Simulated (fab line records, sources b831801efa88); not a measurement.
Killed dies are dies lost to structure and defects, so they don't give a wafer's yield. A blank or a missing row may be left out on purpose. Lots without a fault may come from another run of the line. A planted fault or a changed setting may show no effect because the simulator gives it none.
fab line records | flow gf180mcu | part 1 of 2: steps 1 to 26 of 35
record lots=5 wafers=15 last_day=32
route steps=602 shown M3@420 V3@429
lots that met no fault: from a run of the same line without faults
start_h: hours from the record's first day to the start of the lot's first wafer shown | wait_h: hours since the lot's step before | " the same as in the row above | L1.1+2: a row that stands for several wafers | - no value, or no start given | * or withheld: withheld | < > ~ a bound
route shown NAME@n: a module of which the file shows steps, and the number in the route of the first | usual: mean/standard deviation of fault-free wafers | same: alike in all rows | chamber/n: place in a boat | sites: the reading at each site | _std_site: their standard deviation | _edge_site: outer sites' mean less inner sites' | radius_mm: how far each site lies from the wafer's centre | mask NAME#n: copy n | behind: the tool/chamber that last shaped the wafer | hold: why the lot was held/for how many hours/how that ended | device: the transistor (n, p or np) that didn't switch | end of line: the same wafers' tests at the end of the route | a step without rows: its recipe alone | killed: dies lost to structure and defects at the first sort, not the wafer's yield | map: a wafer's dies, x killed, . not, _ none there
set.NAME: the setting as run; set.NAME@STEP: as run at that earlier step | model.NAME: the simulator's own value behind a step, which no gauge read
lots at some steps of the route; a table a step, a row a wafer
services: from which hour (start_h, from the record's first day; less than 0 if before it) a tool's chamber was out of use, for how many hours, and why
## steps
# step GF_M3_EXPOSE_11
# recipe mask_id=Metal3 target_cd_nm=280 na=0.68 source_shape=conventional sigma_outer=0.6 dose_mj=28
# columns lot.wafer tool chamber start_h wait_h mask
L077.1+2+5 krf_scanner-01 0 - - Metal3#0
L079.1+3+4 krf_scanner-01 0 - - Metal3#0
L081.1+3+6 krf_scanner-02 0 - - Metal3#0
L086.4+5+6 krf_scanner-02 0 - - Metal3#0
L088.1+4+6 krf_scanner-01 0 - - Metal3#0
# step GF_M3_PEB_12
# recipe peb_temp_c=135 peb_time_s=90 resist=KrF
# usual chill_plate_temp_C=23.01/0.11
# columns lot.wafer tool chamber start_h wait_h chill_plate_temp_C
L077.1 litho_track-04 0 - - 22.90
L077.2 " 0 " " 22.98
L077.5 " 0 " " 23.09
L079.1 litho_track-04 0 - - 23.14
L079.3 " 0 " " 23.08
L079.4 " 0 " " 22.92
L081.1 litho_track-01 0 - - 23.05
L081.3 " 0 " " 22.86
L081.6 " 0 " " 23.20
L086.4 litho_track-01 0 - - 22.91
L086.5 " 0 " " 22.79
L086.6 " 0 " " 22.99
L088.1 litho_track-04 0 - - 22.91
L088.4 " 0 " " 22.90
L088.6 " 0 " " 22.92
# step GF_M3_DEVELOP_13
# recipe develop_time_s=60 dev_temp_c=21
# usual chill_plate_temp_C=23.02/0.11
# columns lot.wafer tool chamber start_h wait_h chill_plate_temp_C
L077.1 litho_track-04 0 513.51 0.2 22.94
L077.2 " 0 " " 22.95
L077.5 " 0 " " 22.83
L079.1 litho_track-04 0 530.81 0.2 22.90
L079.3 " 0 " " 23.02
L079.4 " 0 " " 22.96
L081.1 litho_track-01 0 552.19 0.2 23.21
L081.3 " 0 " " 23.08
L081.6 " 0 " " 22.97
L086.4 litho_track-01 0 595.11 0.1 22.96
L086.5 " 0 " " 22.73
L086.6 " 0 " " 22.94
L088.1 litho_track-04 0 609.85 0.2 22.83
L088.4 " 0 " " 23.03
L088.6 " 0 " " 22.94
# step GF_M3_CD_MEAS_14
# recipe target_cd_nm=280
# usual cd_nm=280.4/1.3
# columns lot.wafer tool chamber start_h wait_h cd_nm
L077.1 cd_sem-01 - 513.66 0.1 283.4
L077.2 " - " " 282.6
L077.5 " - " " 283.1
L079.1 cd_sem-02 - 530.96 0.1 281.5
L079.3 " - " " 282.6
L079.4 " - " " 282.5
L081.1 cd_sem-01 - 552.44 0.2 280.6
L081.3 " - " " 281.0
L081.6 " - " " 280.9
L086.4 cd_sem-02 - 595.25 0.1 280.0
L086.5 " - " " 280.0
L086.6 " - " " 281.6
L088.1 cd_sem-02 - 610.00 0.1 279.8
L088.4 " - " " 279.3
L088.6 " - " " 280.4
# step GF_M3_OVL_MEAS_15
# usual M3_OVL=-1/4.9
# columns lot.wafer tool chamber start_h wait_h M3_OVL[nm]
L077.1 overlay-02 - 513.78 0.1 -1
L077.2 " - " " 2
L077.5 " - " " 5
L079.1 overlay-01 - 531.08 0.1 0
L079.3 " - " " -2
L079.4 " - " " 0
L081.1 overlay-02 - 552.56 0.1 1
L081.3 " - " " 2
L081.6 " - " " 6
L086.4 overlay-02 - 595.33 0.1 -3
L086.5 " - " " -8
L086.6 " - " " -2
L088.1 overlay-02 - 610.12 0.1 -5
L088.4 " - " " 0
L088.6 " - " " -9
# step GF_M3_METAL_ETCH_16
# recipe chemistry=Cl2/BCl3 mask_material=KrF target_depth_nm=627.5 stop_on=SiO2 pressure_mtorr=8 icp_w=800 bias_w=140 Cl2_flow_sccm=80 bcl3_flow_sccm=40 time_s=104.6
# usual drypump_motor_current_A=5.5/0.32 mfc_cl2_sccm=79.99/0.25 oes_product_au=0.972/0.0066 throttle_valve_pct=28.251/0.01
# columns lot.wafer tool chamber start_h wait_h drypump_motor_current_A mfc_cl2_sccm oes_product_au rf_hours_counter_h throttle_valve_pct
L077.1 rie_metal-02 0 513.81 0.0 5.4 80.08 0.976 11 28.243
L077.2 " 1 " " 6.2 79.87 0.967 7 28.265
L077.5 " 0 " " 5.4 80.13 0.970 - 28.259
L079.1 rie_metal-04 1 531.11 0.0 5.6 80.08 0.975 2 28.246
L079.3 " 1 " " 5.6 79.95 0.972 - 28.243
L079.4 " 0 " " 5.6 79.78 0.969 - 28.251
L081.1 rie_metal-03 0 552.60 0.0 5.5 80.13 0.973 5 28.250
L081.3 " 1 " " 5.1 79.72 0.959 - 28.256
L081.6 " 1 " " 5.1 79.46 0.960 - 28.270
L086.4 rie_metal-03 1 595.38 0.0 5.1 80.00 0.979 - 28.263
L086.5 " 0 " " 5.5 79.64 0.989 - 28.236
L086.6 " 1 " " 5.2 80.20 0.974 - 28.234
L088.1 rie_metal-03 0 610.16 0.0 5.4 79.60 0.963 7 28.265
L088.4 " 0 " " 5.4 79.76 0.963 - 28.239
L088.6 " 0 " " 5.5 79.66 0.971 - 28.259
# step GF_M3_STRIP_17
# recipe chemistry=O2/N2 power_w=1400 pressure_mtorr=1500 platen_temp_c=250 o2_flow_sccm=3000 n2_flow_sccm=300 overash_fraction=0.5
# usual drypump_motor_current_A=5.6/0.43 heater_power_w=334/17 oes_product_au=0.558/0.0049 strip_time_to_endpoint_s=7.88/0.047
# same overash_fraction=0.5
# columns lot.wafer tool chamber start_h wait_h drypump_motor_current_A heater_power_w oes_product_au rf_hours_counter_h strip_time_to_endpoint_s
L077.1 plasma_asher-01 0 513.92 0.1 5.8 341 0.558 93 7.88
L077.2 " 1 " " 5.8 335 0.554 93 7.87
L077.5 " 0 " " 5.8 331 0.556 - 7.87
L079.1 plasma_asher-04 0 531.22 0.1 6.2 310 0.564 45 7.82
L079.3 " 1 " " 5.3 351 0.560 - 7.86
L079.4 " 0 " " 6.2 309 0.566 - 7.88
L081.1 plasma_asher-04 0 552.71 0.1 6.3 315 0.560 48 7.94
L081.3 " 1 " " 5.4 345 0.558 - 7.82
L081.6 " 0 " " 6.3 317 0.547 - 7.79
L086.4 plasma_asher-01 1 595.49 0.1 5.9 326 0.555 - 7.86
L086.5 " 0 " " 5.8 338 0.551 - 7.88
L086.6 " 1 " " 5.9 331 0.561 - 7.88
L088.1 plasma_asher-02 1 610.31 0.1 5.0 363 0.559 76 7.88
L088.4 " 0 " " 5.3 324 0.564 - 7.90
L088.6 " 0 " " 5.3 310 0.553 - 7.88
# step GF_M3_STRIP_18
# recipe chemistry=post_etch_residue_remover time_s=1200 temp_c=72.5
# usual bath_guard_temp_C=72.6/0.43
# columns lot.wafer tool chamber start_h wait_h bath_guard_temp_C
L077.1 wet_bench-01 2 514.02 0.1 71.7
L077.2 " 2 " " 72.0
L077.5 " 2 " " 72.0
L079.1 wet_bench-01 0 531.32 0.1 72.6
L079.3 " 0 " " 72.5
L079.4 " 0 " " 72.4
L081.1 wet_bench-04 3 552.81 0.1 72.6
L081.3 " 3 " " 72.7
L081.6 " 3 " " 72.9
L086.4 wet_bench-04 3 595.56 0.0 73.1
L086.5 " 3 " " 72.8
L086.6 " 3 " " 73.2
L088.1 wet_bench-03 1 610.41 0.1 73.1
L088.4 " 1 " " 72.9
L088.6 " 1 " " 72.7
# step GF_M3_CLEAN_19
# recipe chemistry=DIW dry=n2_spin
# columns lot.wafer tool chamber start_h wait_h
L077.1+2+5 wet_bench-04 2 514.37 0.0
L079.1+3+4 wet_bench-03 1 532.01 0.0
L081.1+3+6 wet_bench-01 0 553.15 0.0
L086.4+5+6 wet_bench-03 1 595.90 0.0
L088.1+4+6 wet_bench-04 1 610.79 0.0
# step GF_V3_CVD_00
# recipe material=SiO2 target_thk_nm=600 sigma_open_frac=0.3 temp_c=400 time_s=100 sih4_flow_sccm=60 pressure_mtorr=6
# usual sih4_flow_sccm=60.00/0.18 susceptor_temp_C=399.98/0.22
# columns lot.wafer tool chamber start_h wait_h sih4_flow_sccm susceptor_temp_C
L077.1 hdpcvd-01 0 514.46 0.0 59.80 399.60
L077.2 " 2 " " 59.79 399.86
L077.5 " 1 " " 59.91 400.21
L079.1 hdpcvd-01 0 532.10 0.0 60.04 399.48
L079.3 " 2 " " 60.14 400.14
L079.4 " 0 " " 59.91 400.07
L081.1 hdpcvd-02 0 553.25 0.0 60.07 400.02
L081.3 " 1 " " 60.05 400.17
L081.6 " 0 " " 59.97 399.98
L086.4 hdpcvd-01 0 596.03 0.0 59.95 399.99
L086.5 " 2 " " 60.03 400.11
L086.6 " 1 " " 59.90 400.15
L088.1 hdpcvd-02 0 610.88 0.0 60.02 399.95
L088.4 " 1 " " 60.24 400.24
L088.6 " 0 " " 59.95 399.87
# step GF_V3_THK_MEAS_01
# recipe reads=SiO2_of_V3_CVD_00
# usual V3_CVD_00_THK=598/6.7
# columns lot.wafer tool chamber start_h wait_h V3_CVD_00_THK[nm]
L077.1 film_metro-02 - 514.53 0.0 605
L077.2 " - " " 596
L077.5 " - " " 609
L079.1 film_metro-03 - 532.17 0.0 607
L079.3 " - " " 593
L079.4 " - " " 605
L081.1 film_metro-02 - 553.33 0.0 591
L081.3 " - " " 589
L081.6 " - " " 590
L086.4 film_metro-01 - 596.09 0.0 593
L086.5 " - " " 595
L086.6 " - " " 603
L088.1 film_metro-03 - 610.95 0.0 598
L088.4 " - " " 593
L088.6 " - " " 595
# step GF_V3_CVD_02
# recipe material=SiO2 target_thk_nm=850 precursor=TEOS temp_c=400 time_s=94.851 rf_w=600
# usual heater_power_w=633/52 susceptor_temp_C=399.99/0.22
# columns lot.wafer tool chamber start_h wait_h heater_power_w susceptor_temp_C
L077.1 pecvd-03 1 514.59 0.1 568 399.87
L077.2 " 0 " " 687 399.94
L077.5 " 0 " " 538 399.77
L079.1 pecvd-02 1 532.23 0.1 648 400.26
L079.3 " 0 " " 724 400.02
L079.4 " 1 " " 672 400.22
L081.1 pecvd-01 0 553.39 0.1 635 400.00
L081.3 " 2 " " 719 399.86
L081.6 " 1 " " 603 400.38
L086.4 pecvd-03 2 596.16 0.1 675 399.81
L086.5 " 0 " " 550 399.77
L086.6 " 1 " " 680 400.23
L088.1 pecvd-02 0 611.01 0.1 606 400.10
L088.4 " 1 " " 505 399.88
L088.6 " 0 " " 674 400.01
# step GF_V3_THK_MEAS_03
# recipe reads=SiO2_of_V3_CVD_02
# usual V3_CVD_02_THK=854/10
# columns lot.wafer tool chamber start_h wait_h V3_CVD_02_THK[nm]
L077.1 film_metro-01 - 514.66 0.0 850
L077.2 " - " " 853
L077.5 " - " " 866
L079.1 film_metro-01 - 532.30 0.0 852
L079.3 " - " " 861
L079.4 " - " " 858
L081.1 film_metro-01 - 553.45 0.0 840
L081.3 " - " " 846
L081.6 " - " " 869
L086.4 film_metro-03 - 596.22 0.0 860
L086.5 " - " " 848
L086.6 " - " " 846
L088.1 film_metro-03 - 611.08 0.0 860
L088.4 " - " " 863
L088.6 " - " " 859
# step GF_V3_CMP_04
# recipe material=SiO2 down_force_psi=4 platen_rpm=60 pad_velocity_m_s=0.94248
# usual edge_zone_pressure_frac=1.001/0.0047 motor_current_A=12.7/1.3 time_to_endpoint_s=80/6
# columns lot.wafer tool chamber start_h wait_h edge_zone_pressure_frac motor_current_A time_to_endpoint_s
L077.1 cmp-02 1 514.77 0.1 1.004 14.5 74
L077.2 " 2 " " 0.996 13.6 82
L077.5 " 1 " " 1.005 13.7 81
L079.3 cmp-02 3 532.36 0.0 1.000 12.4 89
L079.4 " 0 " " 1.005 12.2 78
L079.1 " 1 " " 0.995 13.4 76
L081.1 cmp-01 2 553.56 0.1 1.002 14.2 71
L081.3 " 3 " " 0.996 13.2 79
L081.6 " 2 " " 0.995 13.1 81
L086.4 cmp-01 2 596.35 0.1 0.998 13.3 82
L086.6 " 0 " " 0.998 9.7 79
L086.5 " 1 " " 1.007 13.0 75
L088.4 cmp-02 3 611.14 0.0 0.996 11.9 88
L088.1 " 0 " " 1.002 12.4 81
L088.6 " 0 " " 1.011 12.1 82
# step GF_V3_BOW_MEAS_05
# recipe mode=bow
# usual V3_BOW=116/9.2
# columns lot.wafer tool chamber start_h wait_h V3_BOW[um]
L077.1 film_metro-03 - 515.02 0.2 123
L077.2 " - " " 108
L077.5 " - " " 122
L079.1 film_metro-01 - 532.66 0.1 112
L079.3 " - " " 103
L079.4 " - " " 104
L081.1 film_metro-02 - 553.81 0.2 126
L081.3 " - " " 119
L081.6 " - " " 127
L086.4 film_metro-02 - 596.61 0.2 110
L086.5 " - " " 114
L086.6 " - " " 104
L088.1 film_metro-01 - 611.44 0.2 123
L088.4 " - " " 137
L088.6 " - " " 121
# step GF_V3_DEHYDRATE_06
# recipe temp_c=200 time_s=60
# usual chill_plate_temp_C=23.02/0.096
# columns lot.wafer tool chamber start_h wait_h chill_plate_temp_C
L077.1 litho_track-04 0 526.06 11.0 22.99
L077.2 " 0 " " 23.04
L077.5 " 0 " " 23.07
L079.1 litho_track-01 0 543.34 10.7 23.05
L079.3 " 0 " " 22.87
L079.4 " 0 " " 23.00
L081.1 litho_track-03 0 564.62 10.8 22.95
L081.3 " 0 " " 22.96
L081.6 " 0 " " 22.93
L086.4 litho_track-04 0 606.23 9.6 23.05
L086.5 " 0 " " 23.06
L086.6 " 0 " " 22.93
L088.1 litho_track-03 0 620.87 9.4 23.15
L088.4 " 0 " " 22.93
L088.6 " 0 " " 23.12
# step GF_V3_HMDS_07
# recipe prime_time_s=60 prime_temp_c=120
# usual chill_plate_temp_C=22.99/0.091
# columns lot.wafer tool chamber start_h wait_h chill_plate_temp_C
L077.1 litho_track-04 0 526.21 0.1 23.07
L077.2 " 0 " " 22.97
L077.5 " 0 " " 23.13
L079.1 litho_track-01 0 543.49 0.1 23.06
L079.3 " 0 " " 23.00
L079.4 " 0 " " 22.96
L081.1 litho_track-03 0 564.77 0.1 22.93
L081.3 " 0 " " 23.14
L081.6 " 0 " " 23.04
L086.4 litho_track-04 0 606.38 0.1 23.15
L086.5 " 0 " " 22.90
L086.6 " 0 " " 23.01
L088.1 litho_track-03 0 621.02 0.1 23.02
L088.4 " 0 " " 22.99
L088.6 " 0 " " 23.07
# step GF_V3_COAT_08
# recipe resist=BARC temp_c=withheld time_s=withheld spin_rpm=withheld resist_thk_nm=withheld
# usual chill_plate_temp_C=*
# columns lot.wafer tool chamber start_h wait_h chill_plate_temp_C
L077.1 litho_track-04 0 526.36 0.1 *
L077.2 " 0 " " *
L077.5 " 0 " " *
L079.1 litho_track-01 0 543.64 0.1 *
L079.3 " 0 " " *
L079.4 " 0 " " *
L081.1 litho_track-03 0 564.92 0.1 *
L081.3 " 0 " " *
L081.6 " 0 " " *
L086.4 litho_track-04 0 606.53 0.1 *
L086.5 " 0 " " *
L086.6 " 0 " " *
L088.1 litho_track-03 0 621.17 0.1 *
L088.4 " 0 " " *
L088.6 " 0 " " *
# step GF_V3_COAT_09
# recipe resist=KrF spin_rpm=withheld resist_thk_nm=1000
# usual chill_plate_temp_C=22.98/0.11
# columns lot.wafer tool chamber start_h wait_h chill_plate_temp_C
L077.1 litho_track-04 0 - - 22.91
L077.2 " 0 " " 22.93
L077.5 " 0 " " 23.03
L079.1 litho_track-01 0 - - 23.06
L079.3 " 0 " " 22.93
L079.4 " 0 " " 23.09
L081.1 litho_track-03 0 - - 23.09
L081.3 " 0 " " 23.16
L081.6 " 0 " " 23.15
L086.4 litho_track-04 0 - - 22.95
L086.5 " 0 " " 22.79
L086.6 " 0 " " 22.89
L088.1 litho_track-03 0 - - 23.33
L088.4 " 0 " " 23.15
L088.6 " 0 " " 23.12
# step GF_V3_SOFTBAKE_10
# recipe temp_c=130 time_s=60 resist=KrF
# usual chill_plate_temp_C=22.98/0.1
# columns lot.wafer tool chamber start_h wait_h chill_plate_temp_C
L077.1 litho_track-04 0 - - 22.86
L077.2 " 0 " " 22.99
L077.5 " 0 " " 22.97
L079.1 litho_track-01 0 - - 23.17
L079.3 " 0 " " 23.07
L079.4 " 0 " " 23.13
L081.1 litho_track-03 0 - - 23.13
L081.3 " 0 " " 23.15
L081.6 " 0 " " 23.04
L086.4 litho_track-04 0 - - 22.98
L086.5 " 0 " " 23.01
L086.6 " 0 " " 23.02
L088.1 litho_track-03 0 - - 23.03
L088.4 " 0 " " 22.99
L088.6 " 0 " " 22.76
# step GF_V3_EXPOSE_11
# recipe mask_id=Via3 target_cd_nm=260 na=0.68 source_shape=conventional sigma_outer=0.6 dose_mj=38
# columns lot.wafer tool chamber start_h wait_h mask
L077.1+2+5 krf_scanner-02 0 - - Via3#0
L079.1+3+4 krf_scanner-01 0 - - Via3#0
L081.1+3+6 krf_scanner-01 0 - - Via3#0
L086.4+5+6 krf_scanner-02 0 - - Via3#0
L088.1+4+6 krf_scanner-01 0 - - Via3#0
# step GF_V3_PEB_12
# recipe peb_temp_c=135 peb_time_s=90 resist=KrF
# usual chill_plate_temp_C=22.99/0.11
# columns lot.wafer tool chamber start_h wait_h chill_plate_temp_C
L077.1 litho_track-01 0 - - 22.79
L077.2 " 0 " " 22.82
L077.5 " 0 " " 22.91
L079.1 litho_track-01 0 - - 22.99
L079.3 " 0 " " 23.06
L079.4 " 0 " " 23.07
L081.1 litho_track-01 0 - - 23.08
L081.3 " 0 " " 22.94
L081.6 " 0 " " 22.92
L086.4 litho_track-03 0 - - 23.07
L086.5 " 0 " " 22.98
L086.6 " 0 " " 22.87
L088.1 litho_track-04 0 - - 22.95
L088.4 " 0 " " 23.06
L088.6 " 0 " " 22.96
# step GF_V3_DEVELOP_13
# recipe develop_time_s=60 resist=KrF dev_temp_c=21
# usual chill_plate_temp_C=23.00/0.11
# columns lot.wafer tool chamber start_h wait_h chill_plate_temp_C
L077.1 litho_track-01 0 537.64 0.2 23.04
L077.2 " 0 " " 22.85
L077.5 " 0 " " 22.92
L079.1 litho_track-01 0 555.24 0.2 23.20
L079.3 " 0 " " 23.02
L079.4 " 0 " " 23.01
L081.1 litho_track-01 0 576.14 0.2 22.87
L081.3 " 0 " " 22.73
L081.6 " 0 " " 22.79
L086.4 litho_track-03 0 617.45 0.1 23.15
L086.5 " 0 " " 23.01
L086.6 " 0 " " 23.07
L088.1 litho_track-04 0 631.60 0.2 22.92
L088.4 " 0 " " 22.93
L088.6 " 0 " " 22.83
# step GF_V3_CD_MEAS_14
# recipe target_cd_nm=260
# usual cd_nm=259.5/1.2
# columns lot.wafer tool chamber start_h wait_h cd_nm
L077.1 cd_sem-02 - 537.79 0.1 260.4
L077.2 " - " " 260.4
L077.5 " - " " 260.5
L079.1 cd_sem-02 - 555.39 0.1 258.8
L079.3 " - " " 258.9
L079.4 " - " " 259.2
L081.1 cd_sem-02 - 576.32 0.2 260.1
L081.3 " - " " 260.1
L081.6 " - " " 260.9
L086.4 cd_sem-01 - 617.58 0.1 259.5
L086.5 " - " " 259.6
L086.6 " - " " 259.0
L088.1 cd_sem-02 - 631.75 0.1 259.8
L088.4 " - " " 261.0
L088.6 " - " " 259.2
# step GF_V3_OVL_MEAS_15
# usual V3_OVL=-2/5.8
# columns lot.wafer tool chamber start_h wait_h V3_OVL[nm]
L077.1 overlay-01 - 537.91 0.1 -2
L077.2 " - " " -8
L077.5 " - " " -5
L079.1 overlay-01 - 555.51 0.1 3
L079.3 " - " " -1
L079.4 " - " " 5
L081.1 overlay-02 - 576.44 0.1 -4
L081.3 " - " " -8
L081.6 " - " " -10
L086.4 overlay-02 - 617.66 0.1 12
L086.5 " - " " 4
L086.6 " - " " 10
L088.1 overlay-01 - 631.87 0.1 1
L088.4 " - " " 0
L088.6 " - " " 2
# step GF_V3_ETCH_16
# recipe chemistry=N2/H2 target_depth_a=withheld overetch_a=withheld time_s=withheld target=BARC ion_energy_ev=200 source_w=500 bias_w=100 pressure_mtorr=30 n2_flow_sccm=100 h2_flow_sccm=200
# usual drypump_motor_current_A=5.8/0.59 oes_product_au=0.855/0.0045 throttle_valve_pct=13.224/0.0077
# columns lot.wafer tool chamber start_h wait_h drypump_motor_current_A oes_product_au throttle_valve_pct
L077.1 rie_diel-01 0 537.95 0.0 5.6 0.859 13.213
L077.2 " 1 " " 6.3 0.856 13.220
L077.5 " 1 " " 6.3 0.850 13.222
L079.1 rie_diel-01 0 555.55 0.0 5.7 0.842 13.231
L079.3 " 1 " " 6.3 0.857 13.219
L079.4 " 2 " " 4.8 0.853 13.217
L081.1 rie_diel-03 0 576.48 0.0 5.7 0.852 13.231
L081.3 " 2 " " 5.8 0.852 13.222
L081.6 " 1 " " 6.2 0.858 13.213
L086.4 rie_diel-03 0 617.68 0.0 5.8 0.857 13.230
L086.5 " 3 " " 4.7 0.855 13.233
L086.6 " 2 " " 5.8 0.853 13.210
L088.1 rie_diel-01 2 631.91 0.0 4.8 0.862 13.224
L088.4 " 3 " " 5.5 0.860 13.212
L088.6 " 1 " " 6.3 0.850 13.220
